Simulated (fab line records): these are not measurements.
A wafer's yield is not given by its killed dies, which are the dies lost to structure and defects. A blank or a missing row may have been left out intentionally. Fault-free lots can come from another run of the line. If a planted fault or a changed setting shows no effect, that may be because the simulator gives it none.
Chamber matching | flow gf180mcu | GF_V2_CMP_26 on cmp-01: 4 sister chambers
The step polishes, stops on SiO2, t overpolish 15 s, target thk 0 nm. 7 wafers are shown with their chamber, then 6 later ones without.

WAFERS, EACH WITH ITS CHAMBER
wafer  | chamber | motorCurrentA (A) | timeToEndpointS (s)
L260.5 | 0       | 12.3              | 77
L261.5 | 1       | 9.0               | 81
L265.3 | 2       | 10.8              | 77
L265.5 | 3       | 12.9              | 82
L276.1 | 3       | 11.9              | 80
L276.2 | 2       | 11.3              | 80
L276.3 | 1       | 9.1               | 85

WAFERS WHOSE CHAMBER IS MISSING
wafer  | motorCurrentA (A) | timeToEndpointS (s)
L278.3 | 8.9               | 83
L278.4 | 12.1              | 77
L278.5 | 12.1              | 79
L282.3 | 11.7              | 80
L282.4 | 11.7              | 83
L282.6 | 11.7              | 81

EACH ONE'S CHAMBER
wafer  | from the rows above          | in truth
L278.3 | 1                            | 1
L278.4 | can't be placed: 0 or 3 or 2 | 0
L278.5 | can't be placed: 0 or 3 or 2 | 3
L282.3 | can't be placed: 2 or 3 or 0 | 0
L282.4 | can't be placed: 3 or 2 or 0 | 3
L282.6 | can't be placed: 3 or 2 or 0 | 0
Correctly placed: 1 of 6. Not placeable from these rows: 5 (in 5, the candidates include the true chamber). Wrongly placed: 0.
How it was worked out, from the rows above alone: a wafer's distance from a chamber is the root of the sum, over the readings, of the square of ((its reading less the chamber's mean) divided by the reading's scatter). The wafer belongs to the nearest chamber; if the next one is less than 2 further off, it can't be placed. The mean given for a chamber averages the wafers shown for that chamber. The scatter: the root of (the sum of the squares of (reading less its chamber's mean) over the shown wafers, divided by (wafers less chambers)).
